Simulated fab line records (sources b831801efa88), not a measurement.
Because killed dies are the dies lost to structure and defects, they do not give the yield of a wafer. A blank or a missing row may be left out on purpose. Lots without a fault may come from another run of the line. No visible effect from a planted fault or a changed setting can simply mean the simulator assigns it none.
A sampling plan put to the test + flow sfq line + each of the 55 faults these records tell of, on one fab line, judged from the records of the lots it struck
Plan = the line's own looks (route steps where a gauge or an inspection reads the wafer without altering it). Where struck wafers have a number at a look and the file lists that look's usual mean and standard deviation on fault-free wafers, the look can be judged. Caught: at a look after the fault's first step, the mean of the struck wafers lies 4 or more of those standard deviations (sigma) from the usual mean. On the tool: the fault's steps, tested the same way using the tool's own readings. Caught also covers a different recipe on the struck wafers, or a record left blank for those wafers only.

## THE FAULTS, as the simulator had put them in
1. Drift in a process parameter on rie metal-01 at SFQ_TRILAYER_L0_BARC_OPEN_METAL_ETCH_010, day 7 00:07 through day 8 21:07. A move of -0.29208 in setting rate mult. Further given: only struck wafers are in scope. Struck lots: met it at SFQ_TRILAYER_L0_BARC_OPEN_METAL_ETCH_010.
2. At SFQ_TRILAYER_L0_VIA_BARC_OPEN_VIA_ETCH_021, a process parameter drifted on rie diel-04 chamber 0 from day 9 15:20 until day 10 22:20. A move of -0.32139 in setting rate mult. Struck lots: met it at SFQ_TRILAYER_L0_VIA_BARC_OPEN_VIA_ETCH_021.
3. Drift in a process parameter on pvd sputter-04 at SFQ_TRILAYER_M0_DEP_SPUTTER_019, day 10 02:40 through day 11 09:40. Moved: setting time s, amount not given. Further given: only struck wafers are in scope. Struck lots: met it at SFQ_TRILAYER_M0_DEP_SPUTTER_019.
4. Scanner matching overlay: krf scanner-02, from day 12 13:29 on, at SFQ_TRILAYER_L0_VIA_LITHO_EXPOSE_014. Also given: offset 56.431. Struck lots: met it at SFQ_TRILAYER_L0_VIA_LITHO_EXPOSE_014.
5. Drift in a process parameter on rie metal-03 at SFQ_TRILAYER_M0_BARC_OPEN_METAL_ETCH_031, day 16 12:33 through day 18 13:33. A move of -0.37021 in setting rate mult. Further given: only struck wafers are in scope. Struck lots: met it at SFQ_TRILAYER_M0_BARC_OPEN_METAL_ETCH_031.
6. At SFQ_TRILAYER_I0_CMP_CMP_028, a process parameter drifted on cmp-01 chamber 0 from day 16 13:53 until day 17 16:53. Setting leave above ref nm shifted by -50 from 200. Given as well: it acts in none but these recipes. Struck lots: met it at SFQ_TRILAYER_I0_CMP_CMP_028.
7. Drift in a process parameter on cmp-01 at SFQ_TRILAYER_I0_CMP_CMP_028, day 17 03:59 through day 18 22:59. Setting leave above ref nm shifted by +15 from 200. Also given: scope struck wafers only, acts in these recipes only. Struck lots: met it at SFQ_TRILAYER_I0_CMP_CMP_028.
8. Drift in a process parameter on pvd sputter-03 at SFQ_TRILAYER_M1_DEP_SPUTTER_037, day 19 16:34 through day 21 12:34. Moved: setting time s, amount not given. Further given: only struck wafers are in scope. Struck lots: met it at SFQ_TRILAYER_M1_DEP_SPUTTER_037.
9. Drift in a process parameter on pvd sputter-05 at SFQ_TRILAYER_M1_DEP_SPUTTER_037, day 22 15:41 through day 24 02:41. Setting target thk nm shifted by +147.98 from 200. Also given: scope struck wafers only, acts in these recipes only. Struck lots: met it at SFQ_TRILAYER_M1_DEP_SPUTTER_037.
10. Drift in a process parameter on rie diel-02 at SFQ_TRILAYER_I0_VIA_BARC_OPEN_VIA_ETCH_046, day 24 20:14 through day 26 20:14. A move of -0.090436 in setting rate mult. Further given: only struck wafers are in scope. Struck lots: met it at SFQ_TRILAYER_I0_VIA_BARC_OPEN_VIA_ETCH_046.
11. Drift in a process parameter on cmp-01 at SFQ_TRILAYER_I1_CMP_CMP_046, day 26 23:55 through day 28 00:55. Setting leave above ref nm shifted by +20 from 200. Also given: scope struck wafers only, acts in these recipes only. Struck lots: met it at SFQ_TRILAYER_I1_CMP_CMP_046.
12. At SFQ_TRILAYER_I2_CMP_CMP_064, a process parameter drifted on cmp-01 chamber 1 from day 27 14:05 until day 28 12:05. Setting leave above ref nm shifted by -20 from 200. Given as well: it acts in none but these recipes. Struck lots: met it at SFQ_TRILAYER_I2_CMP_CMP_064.
13. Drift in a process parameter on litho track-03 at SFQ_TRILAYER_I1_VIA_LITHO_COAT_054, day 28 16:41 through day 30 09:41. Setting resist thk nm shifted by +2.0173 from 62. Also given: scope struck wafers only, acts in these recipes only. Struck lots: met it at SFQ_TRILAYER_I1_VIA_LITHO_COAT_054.
14. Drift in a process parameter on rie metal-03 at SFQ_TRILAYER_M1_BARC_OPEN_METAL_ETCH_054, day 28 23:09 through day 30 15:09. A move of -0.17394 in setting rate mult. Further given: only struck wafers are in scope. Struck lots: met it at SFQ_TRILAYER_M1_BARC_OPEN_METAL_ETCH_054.
15. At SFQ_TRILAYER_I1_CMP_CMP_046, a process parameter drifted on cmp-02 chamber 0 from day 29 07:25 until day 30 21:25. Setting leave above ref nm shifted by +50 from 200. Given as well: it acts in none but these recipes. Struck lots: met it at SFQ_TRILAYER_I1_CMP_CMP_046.
16. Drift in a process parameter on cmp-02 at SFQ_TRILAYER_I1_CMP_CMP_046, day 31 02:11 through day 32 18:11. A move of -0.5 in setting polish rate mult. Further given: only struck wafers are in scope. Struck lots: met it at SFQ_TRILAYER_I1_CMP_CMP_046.
17. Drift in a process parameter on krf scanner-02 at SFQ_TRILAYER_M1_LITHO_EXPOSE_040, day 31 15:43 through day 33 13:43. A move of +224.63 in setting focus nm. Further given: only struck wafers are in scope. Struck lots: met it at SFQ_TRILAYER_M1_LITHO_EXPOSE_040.
18. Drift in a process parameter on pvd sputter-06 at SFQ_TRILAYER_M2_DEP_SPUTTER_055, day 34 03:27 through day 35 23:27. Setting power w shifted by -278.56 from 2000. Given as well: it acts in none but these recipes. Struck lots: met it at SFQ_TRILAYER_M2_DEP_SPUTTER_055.
19. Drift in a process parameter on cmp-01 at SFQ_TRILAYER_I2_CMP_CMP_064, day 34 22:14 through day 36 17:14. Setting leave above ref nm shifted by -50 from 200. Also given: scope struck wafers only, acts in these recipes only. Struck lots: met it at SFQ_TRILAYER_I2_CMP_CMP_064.
20. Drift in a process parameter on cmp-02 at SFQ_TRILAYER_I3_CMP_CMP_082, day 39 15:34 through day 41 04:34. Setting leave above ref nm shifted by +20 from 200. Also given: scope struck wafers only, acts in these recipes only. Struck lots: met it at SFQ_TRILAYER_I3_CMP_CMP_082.
21. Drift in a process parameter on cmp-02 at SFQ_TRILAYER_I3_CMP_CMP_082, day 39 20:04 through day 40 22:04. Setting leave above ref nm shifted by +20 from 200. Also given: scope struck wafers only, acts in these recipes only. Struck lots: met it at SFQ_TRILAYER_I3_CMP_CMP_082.
22. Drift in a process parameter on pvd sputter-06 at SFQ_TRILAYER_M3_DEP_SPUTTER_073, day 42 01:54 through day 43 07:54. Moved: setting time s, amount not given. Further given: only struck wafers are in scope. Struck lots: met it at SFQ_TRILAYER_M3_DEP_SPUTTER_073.
23. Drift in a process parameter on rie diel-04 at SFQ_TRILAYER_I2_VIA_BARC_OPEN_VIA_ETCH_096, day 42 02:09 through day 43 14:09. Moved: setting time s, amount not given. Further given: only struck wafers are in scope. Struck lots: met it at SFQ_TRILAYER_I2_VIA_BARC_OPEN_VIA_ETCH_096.
24. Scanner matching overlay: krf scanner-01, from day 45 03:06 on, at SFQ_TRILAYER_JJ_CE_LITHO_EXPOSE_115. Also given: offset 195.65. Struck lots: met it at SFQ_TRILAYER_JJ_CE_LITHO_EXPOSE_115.
25. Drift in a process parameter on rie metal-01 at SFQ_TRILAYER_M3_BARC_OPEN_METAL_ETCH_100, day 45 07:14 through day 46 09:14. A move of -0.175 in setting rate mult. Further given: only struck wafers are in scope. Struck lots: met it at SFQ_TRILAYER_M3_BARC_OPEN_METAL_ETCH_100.
26. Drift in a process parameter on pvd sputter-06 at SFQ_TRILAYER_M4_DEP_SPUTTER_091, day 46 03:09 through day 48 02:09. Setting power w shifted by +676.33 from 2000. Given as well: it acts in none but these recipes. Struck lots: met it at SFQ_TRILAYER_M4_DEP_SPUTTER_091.
27. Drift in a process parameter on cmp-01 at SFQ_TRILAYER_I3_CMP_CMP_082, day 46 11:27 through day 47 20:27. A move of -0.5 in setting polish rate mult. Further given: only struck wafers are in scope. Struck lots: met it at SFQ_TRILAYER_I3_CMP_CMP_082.
28. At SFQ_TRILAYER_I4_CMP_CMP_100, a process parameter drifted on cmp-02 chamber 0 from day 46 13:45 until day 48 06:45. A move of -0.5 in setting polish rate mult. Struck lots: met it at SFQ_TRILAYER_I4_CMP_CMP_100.
29. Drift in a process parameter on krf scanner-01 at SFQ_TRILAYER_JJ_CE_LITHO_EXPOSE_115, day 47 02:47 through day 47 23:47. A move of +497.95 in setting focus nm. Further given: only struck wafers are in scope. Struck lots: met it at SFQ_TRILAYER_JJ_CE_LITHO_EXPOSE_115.
30. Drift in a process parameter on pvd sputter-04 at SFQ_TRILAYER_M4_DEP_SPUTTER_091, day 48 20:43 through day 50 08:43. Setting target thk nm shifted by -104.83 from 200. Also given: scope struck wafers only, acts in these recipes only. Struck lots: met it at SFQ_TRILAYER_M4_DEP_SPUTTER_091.
31. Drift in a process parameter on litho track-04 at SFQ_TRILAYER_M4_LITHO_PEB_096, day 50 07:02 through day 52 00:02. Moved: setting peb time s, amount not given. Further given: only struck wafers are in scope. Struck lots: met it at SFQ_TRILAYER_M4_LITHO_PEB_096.
32. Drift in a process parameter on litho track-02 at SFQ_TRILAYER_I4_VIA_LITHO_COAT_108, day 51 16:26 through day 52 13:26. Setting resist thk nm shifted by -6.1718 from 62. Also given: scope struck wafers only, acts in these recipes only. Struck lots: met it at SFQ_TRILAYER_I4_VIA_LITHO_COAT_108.
33. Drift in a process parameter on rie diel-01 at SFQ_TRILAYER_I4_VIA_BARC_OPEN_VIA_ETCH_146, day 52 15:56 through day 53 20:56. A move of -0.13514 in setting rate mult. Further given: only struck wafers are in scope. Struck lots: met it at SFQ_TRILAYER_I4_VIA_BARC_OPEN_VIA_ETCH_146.
34. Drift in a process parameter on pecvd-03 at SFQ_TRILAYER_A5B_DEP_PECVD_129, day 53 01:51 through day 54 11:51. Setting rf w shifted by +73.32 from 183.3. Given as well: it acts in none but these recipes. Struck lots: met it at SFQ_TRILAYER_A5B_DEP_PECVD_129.
35. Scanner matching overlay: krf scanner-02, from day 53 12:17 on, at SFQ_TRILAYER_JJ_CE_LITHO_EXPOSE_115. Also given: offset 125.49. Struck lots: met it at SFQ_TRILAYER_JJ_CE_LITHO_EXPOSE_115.
36. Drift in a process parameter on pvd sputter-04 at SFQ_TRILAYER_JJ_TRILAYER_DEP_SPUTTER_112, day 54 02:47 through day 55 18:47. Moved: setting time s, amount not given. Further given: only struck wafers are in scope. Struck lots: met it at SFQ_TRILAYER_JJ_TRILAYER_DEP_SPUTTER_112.
37. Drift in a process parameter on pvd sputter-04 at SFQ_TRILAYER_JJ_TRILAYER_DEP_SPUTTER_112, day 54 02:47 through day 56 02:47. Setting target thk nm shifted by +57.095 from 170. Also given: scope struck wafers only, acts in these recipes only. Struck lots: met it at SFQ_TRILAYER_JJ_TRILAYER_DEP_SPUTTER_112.
38. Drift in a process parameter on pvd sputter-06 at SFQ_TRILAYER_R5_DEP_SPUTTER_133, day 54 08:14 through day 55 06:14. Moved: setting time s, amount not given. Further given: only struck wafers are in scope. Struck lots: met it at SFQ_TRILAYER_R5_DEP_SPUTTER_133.
39. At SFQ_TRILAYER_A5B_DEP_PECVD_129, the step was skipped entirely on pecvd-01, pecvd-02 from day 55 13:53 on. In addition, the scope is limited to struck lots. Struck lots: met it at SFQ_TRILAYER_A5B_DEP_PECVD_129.
40. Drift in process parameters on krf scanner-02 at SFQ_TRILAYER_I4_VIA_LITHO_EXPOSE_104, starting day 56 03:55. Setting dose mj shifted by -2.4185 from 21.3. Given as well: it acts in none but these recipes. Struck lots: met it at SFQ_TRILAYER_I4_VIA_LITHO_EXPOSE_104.
41. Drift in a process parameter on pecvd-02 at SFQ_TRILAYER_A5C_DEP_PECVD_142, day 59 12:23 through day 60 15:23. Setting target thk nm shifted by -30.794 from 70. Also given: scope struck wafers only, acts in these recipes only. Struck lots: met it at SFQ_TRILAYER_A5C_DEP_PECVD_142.
42. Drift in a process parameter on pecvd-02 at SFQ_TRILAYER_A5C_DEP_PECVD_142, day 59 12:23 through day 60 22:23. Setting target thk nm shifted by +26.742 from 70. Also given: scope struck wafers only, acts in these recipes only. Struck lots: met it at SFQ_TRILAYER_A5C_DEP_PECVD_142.
43. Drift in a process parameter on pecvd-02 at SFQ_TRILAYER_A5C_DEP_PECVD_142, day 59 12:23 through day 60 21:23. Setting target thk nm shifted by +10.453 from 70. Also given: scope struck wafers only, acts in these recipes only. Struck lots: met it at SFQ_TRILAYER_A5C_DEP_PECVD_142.
44. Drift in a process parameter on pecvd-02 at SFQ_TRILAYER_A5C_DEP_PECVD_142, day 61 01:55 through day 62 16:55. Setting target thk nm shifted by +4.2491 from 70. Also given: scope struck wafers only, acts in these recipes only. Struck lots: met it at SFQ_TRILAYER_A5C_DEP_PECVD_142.
45. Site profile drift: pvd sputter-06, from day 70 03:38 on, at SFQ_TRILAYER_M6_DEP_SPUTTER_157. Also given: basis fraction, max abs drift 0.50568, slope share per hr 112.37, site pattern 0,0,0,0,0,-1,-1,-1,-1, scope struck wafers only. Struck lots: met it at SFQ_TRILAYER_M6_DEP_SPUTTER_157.
46. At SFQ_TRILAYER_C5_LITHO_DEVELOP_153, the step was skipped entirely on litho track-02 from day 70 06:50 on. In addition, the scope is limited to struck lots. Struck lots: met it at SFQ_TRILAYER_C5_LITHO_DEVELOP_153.
47. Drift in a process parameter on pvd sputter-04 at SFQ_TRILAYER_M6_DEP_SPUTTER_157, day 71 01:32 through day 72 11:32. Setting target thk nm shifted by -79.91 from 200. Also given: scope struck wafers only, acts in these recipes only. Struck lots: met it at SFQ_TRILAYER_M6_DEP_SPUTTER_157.
48. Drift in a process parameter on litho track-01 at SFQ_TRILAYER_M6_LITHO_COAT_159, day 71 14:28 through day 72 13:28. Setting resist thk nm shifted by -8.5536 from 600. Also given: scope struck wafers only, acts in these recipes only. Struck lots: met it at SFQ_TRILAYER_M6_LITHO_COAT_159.
49. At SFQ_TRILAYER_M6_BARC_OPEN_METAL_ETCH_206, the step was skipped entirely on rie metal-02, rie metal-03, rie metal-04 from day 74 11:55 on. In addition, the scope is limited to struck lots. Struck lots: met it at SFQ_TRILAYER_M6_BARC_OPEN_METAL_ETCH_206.
50. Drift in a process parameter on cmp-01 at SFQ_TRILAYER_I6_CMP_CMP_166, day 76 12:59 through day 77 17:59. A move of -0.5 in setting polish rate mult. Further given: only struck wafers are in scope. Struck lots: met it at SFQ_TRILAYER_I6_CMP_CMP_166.
51. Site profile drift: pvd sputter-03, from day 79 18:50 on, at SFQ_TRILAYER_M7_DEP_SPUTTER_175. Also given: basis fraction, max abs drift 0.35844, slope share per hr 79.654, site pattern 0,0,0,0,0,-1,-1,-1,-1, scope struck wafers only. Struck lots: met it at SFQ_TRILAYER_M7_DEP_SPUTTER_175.
52. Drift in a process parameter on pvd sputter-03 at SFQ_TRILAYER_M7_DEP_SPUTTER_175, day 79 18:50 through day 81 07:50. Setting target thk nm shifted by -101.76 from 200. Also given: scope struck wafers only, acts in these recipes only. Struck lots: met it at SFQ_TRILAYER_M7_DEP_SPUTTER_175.
53. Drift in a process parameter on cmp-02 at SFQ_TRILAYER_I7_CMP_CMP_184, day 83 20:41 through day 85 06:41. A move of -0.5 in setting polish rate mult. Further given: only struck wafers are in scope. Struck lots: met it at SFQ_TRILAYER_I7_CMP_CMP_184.
54. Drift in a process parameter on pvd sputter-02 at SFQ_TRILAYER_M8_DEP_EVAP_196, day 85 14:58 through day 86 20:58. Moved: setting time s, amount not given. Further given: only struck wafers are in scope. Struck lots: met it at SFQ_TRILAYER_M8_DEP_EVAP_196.
55. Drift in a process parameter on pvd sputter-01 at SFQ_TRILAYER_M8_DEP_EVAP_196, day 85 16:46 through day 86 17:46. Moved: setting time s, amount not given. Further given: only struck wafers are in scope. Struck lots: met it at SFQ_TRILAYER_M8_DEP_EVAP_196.

## WHAT THE PLAN SAW
| fault | on the tool itself                               | first look that catches it                      | reading, sigma | median hours from its first step to that look | hours from the fault's start to the first struck lot there | judged looks passed uncaught |
|-------|--------------------------------------------------|-------------------------------------------------|----------------|-----------------------------------------------|------------------------------------------------------------|------------------------------|
| 1     | under 2 sigma                                    | no look after it can be judged                  | -              | -                                             | -                                                          | 0                            |
| 2     | under 2 sigma                                    | no look after it can be judged                  | -              | -                                             | -                                                          | 0                            |
| 3     | under 2 sigma                                    | SFQ_M0_RS_MEAS_904                              | M0_NB_RS +7.5  | 0.1                                           | 3                                                          | 0                            |
| 4     | no reading that can be judged                    | SFQ_L0V_OVL_MEAS_903                            | L0V_OVL +11    | 1.5                                           | 5                                                          | 0                            |
| 5     | under 2 sigma                                    | no look after it can be judged                  | -              | -                                             | -                                                          | 0                            |
| 6     | time to endpoint s +6.1 sigma                    | no look after it can be judged                  | -              | -                                             | -                                                          | 0                            |
| 7     | only faintly: time to endpoint s -2.0 sigma      | not the one look that can be judged after it    | -              | -                                             | -                                                          | 1                            |
| 8     | under 2 sigma                                    | SFQ_M1_RS_MEAS_909                              | M1_NB_RS -38   | 0.1                                           | 13                                                         | 0                            |
| 9     | under 2 sigma                                    | SFQ_M1_RS_MEAS_909                              | M1_NB_RS -41   | 0.1                                           | 13                                                         | 0                            |
| 10    | under 2 sigma                                    | no look after it can be judged                  | -              | -                                             | -                                                          | 0                            |
| 11    | under 2 sigma                                    | no look after it can be judged                  | -              | -                                             | -                                                          | 0                            |
| 12    | under 2 sigma                                    | none of the 2 looks that can be judged after it | -              | -                                             | -                                                          | 2                            |
| 13    | no reading that can be judged                    | not the one look that can be judged after it    | -              | -                                             | -                                                          | 1                            |
| 14    | under 2 sigma                                    | no look after it can be judged                  | -              | -                                             | -                                                          | 0                            |
| 15    | time to endpoint s -6.0 sigma                    | no look after it can be judged                  | -              | -                                             | -                                                          | 0                            |
| 16    | time to endpoint s +8.6 sigma                    | not the one look that can be judged after it    | -              | -                                             | -                                                          | 1                            |
| 17    | no reading that can be judged                    | not the one look that can be judged after it    | -              | -                                             | -                                                          | 1                            |
| 18    | cathode dc power W -99 or beyond sigma           | SFQ_M2_RS_MEAS_914                              | M2_NB_RS +11   | 0.1                                           | 25                                                         | 0                            |
| 19    | time to endpoint s +4.2 sigma                    | no look after it can be judged                  | -              | -                                             | -                                                          | 0                            |
| 20    | under 2 sigma                                    | no look after it can be judged                  | -              | -                                             | -                                                          | 0                            |
| 21    | under 2 sigma                                    | not the one look that can be judged after it    | -              | -                                             | -                                                          | 1                            |
| 22    | only faintly: throttle valve pct -2.1 sigma      | SFQ_M3_RS_MEAS_919                              | M3_NB_RS +32   | 0.1                                           | 1                                                          | 0                            |
| 23    | oes product au +10 sigma                         | no look after it can be judged                  | -              | -                                             | -                                                          | 0                            |
| 24    | no reading that can be judged                    | SFQ_JJ_OVL_MEAS_931                             | J5_OVL +45     | 1.3                                           | 47                                                         | 0                            |
| 25    | under 2 sigma                                    | no look after it can be judged                  | -              | -                                             | -                                                          | 0                            |
| 26    | cathode dc power W +99 or beyond sigma           | SFQ_M4_RS_MEAS_924                              | M4_NB_RS -17   | 0.1                                           | 13                                                         | 0                            |
| 27    | time to endpoint s +11 sigma                     | not the one look that can be judged after it    | -              | -                                             | -                                                          | 1                            |
| 28    | time to endpoint s +9.7 sigma                    | no look after it can be judged                  | -              | -                                             | -                                                          | 0                            |
| 29    | no reading that can be judged                    | not the one look that can be judged after it    | -              | -                                             | -                                                          | 1                            |
| 30    | under 2 sigma                                    | SFQ_M4_RS_MEAS_924                              | M4_NB_RS +75   | 0.1                                           | 5                                                          | 0                            |
| 31    | no reading that can be judged                    | not the one look that can be judged after it    | -              | -                                             | -                                                          | 1                            |
| 32    | under 2 sigma                                    | not the one look that can be judged after it    | -              | -                                             | -                                                          | 1                            |
| 33    | under 2 sigma                                    | no look after it can be judged                  | -              | -                                             | -                                                          | 0                            |
| 34    | rf fwd power W +99 or beyond sigma               | no look after it can be judged                  | -              | -                                             | -                                                          | 0                            |
| 35    | no reading that can be judged                    | SFQ_JJ_OVL_MEAS_931                             | J5_OVL +29     | 1.4                                           | 6                                                          | 0                            |
| 36    | under 2 sigma                                    | SFQ_JJ_RS_MEAS_929                              | JJ_NB_RS -6.4  | 0.1                                           | 11                                                         | 0                            |
| 37    | under 2 sigma                                    | SFQ_JJ_RS_MEAS_929                              | JJ_NB_RS -26   | 0.1                                           | 11                                                         | 0                            |
| 38    | under 2 sigma                                    | SFQ_R5_RS_MEAS_933                              | R5_MONX_RS -16 | 0.1                                           | 20                                                         | 0                            |
| 39    | the tool's record is blank for the struck wafers | none of the 5 looks that can be judged after it | -              | -                                             | -                                                          | 5                            |
| 40    | exposure dose mJ cm2 -99 or beyond sigma         | not the one look that can be judged after it    | -              | -                                             | -                                                          | 1                            |
| 41    | under 2 sigma                                    | none of the 2 looks that can be judged after it | -              | -                                             | -                                                          | 2                            |
| 42    | under 2 sigma                                    | no look after it can be judged                  | -              | -                                             | -                                                          | 0                            |
| 43    | under 2 sigma                                    | no look after it can be judged                  | -              | -                                             | -                                                          | 0                            |
| 44    | under 2 sigma                                    | no look after it can be judged                  | -              | -                                             | -                                                          | 0                            |
| 45    | only faintly: throttle valve pct +2.0 sigma      | SFQ_M6_RS_MEAS_938                              | M6_NB_RS +45   | 0.1                                           | 5                                                          | 0                            |
| 46    | no reading that can be judged                    | no look after it can be judged                  | -              | -                                             | -                                                          | 0                            |
| 47    | under 2 sigma                                    | SFQ_M6_RS_MEAS_938                              | M6_NB_RS +69   | 0.1                                           | 10                                                         | 0                            |
| 48    | under 2 sigma                                    | not the one look that can be judged after it    | -              | -                                             | -                                                          | 1                            |
| 49    | the tool's record is blank for the struck wafers | no look after it can be judged                  | -              | -                                             | -                                                          | 0                            |
| 50    | time to endpoint s +9.5 sigma                    | no look after it can be judged                  | -              | -                                             | -                                                          | 0                            |
| 51    | under 2 sigma                                    | SFQ_M7_RS_MEAS_943                              | M7_NB_RS +24   | 0.1                                           | 5                                                          | 0                            |
| 52    | under 2 sigma                                    | SFQ_M7_RS_MEAS_943                              | M7_NB_RS +96   | 0.1                                           | 5                                                          | 0                            |
| 53    | time to endpoint s +8.7 sigma                    | not the one look that can be judged after it    | -              | -                                             | -                                                          | 1                            |
| 54    | no reading that can be judged                    | SFQ_M8_RS_MEAS_949                              | M8_AU_RS +18   | 0.6                                           | 4                                                          | 0                            |
| 55    | no reading that can be judged                    | SFQ_M8_RS_MEAS_949                              | M8_AU_RS -13   | 0.5                                           | 4                                                          | 0                            |
A dash: the fault is not caught, or the number is missing from these records.

Caught at a look: 19 of 55. Caught on the tool: 15 of 55. By one or the other: 32 of 55.
Faults 6, 15, 16, 19, 23, 27, 28, 34, 39, 40, 49, 50, 53 were caught on the tool alone.
Caught at a look alone: faults 3, 4, 8, 9, 22, 24, 30, 35, 36, 37, 38, 45, 47, 51, 52, 54, 55.
Caught by neither: faults 1, 2, 5, 7, 10, 11, 12, 13, 14, 17, 20, 21, 25, 29, 31, 32, 33, 41, 42, 43, 44, 46, 48.

## THINNER SAMPLING
In the worst case, this is how late the first struck lot would be measured if the look that catches a fault measured only every second or every third lot, by lot number:
| fault | struck lots at that look, in order of time | every lot | every second lot | every third lot |
|-------|--------------------------------------------|-----------|------------------|-----------------|
| 3     | L178, L179, L181                           | 3 h       | 9 h              | may miss all 3  |
| 4     | L726, L727, L728                           | 5 h       | 14 h             | 18 h            |
| 8     | L580, L582                                 | 13 h      | may miss all 2   | may miss all 2  |
| 9     | L550, L551                                 | 13 h      | 18 h             | may miss all 2  |
| 18    | L656, L657                                 | 25 h      | 29 h             | may miss all 2  |
| 22    | L414                                       | 1 h       | may miss it      | may miss it     |
| 24    | L123, L124, L125, L126                     | 47 h      | 49 h             | 50 h            |
| 26    | L152, L154                                 | 13 h      | may miss all 2   | may miss all 2  |
| 30    | L467, L469                                 | 5 h       | may miss all 2   | may miss all 2  |
| 35    | L703, L704                                 | 6 h       | 14 h             | may miss all 2  |
| 36    | L260, L263                                 | 11 h      | 28 h             | may miss all 2  |
| 37    | L860, L863                                 | 11 h      | 28 h             | may miss all 2  |
| 38    | L829                                       | 20 h      | may miss it      | may miss it     |
| 45    | L883                                       | 5 h       | may miss it      | may miss it     |
| 47    | L899, L902                                 | 10 h      | 29 h             | may miss all 2  |
| 51    | L847, L849                                 | 5 h       | may miss all 2   | may miss all 2  |
| 52    | L215, L217                                 | 5 h       | may miss all 2   | may miss all 2  |
| 54    | L917, L919                                 | 4 h       | may miss all 2   | may miss all 2  |
| 55    | L350, L352, L354                           | 4 h       | may miss all 3   | 22 h            |
Hours are from the fault's start to the first struck lot that is measured. 4 sigma limit: tested on the pooled struck wafers, so a lone lot may be under it. Other struck lots may not be in these records.

## THE LONGEST TIMED WAY FROM STEP TO LOOK
Fault 4: median gap of 1.5 hours between SFQ_TRILAYER_L0_VIA_LITHO_EXPOSE_014 and SFQ_L0V_OVL_MEAS_903. No look between them can be judged.
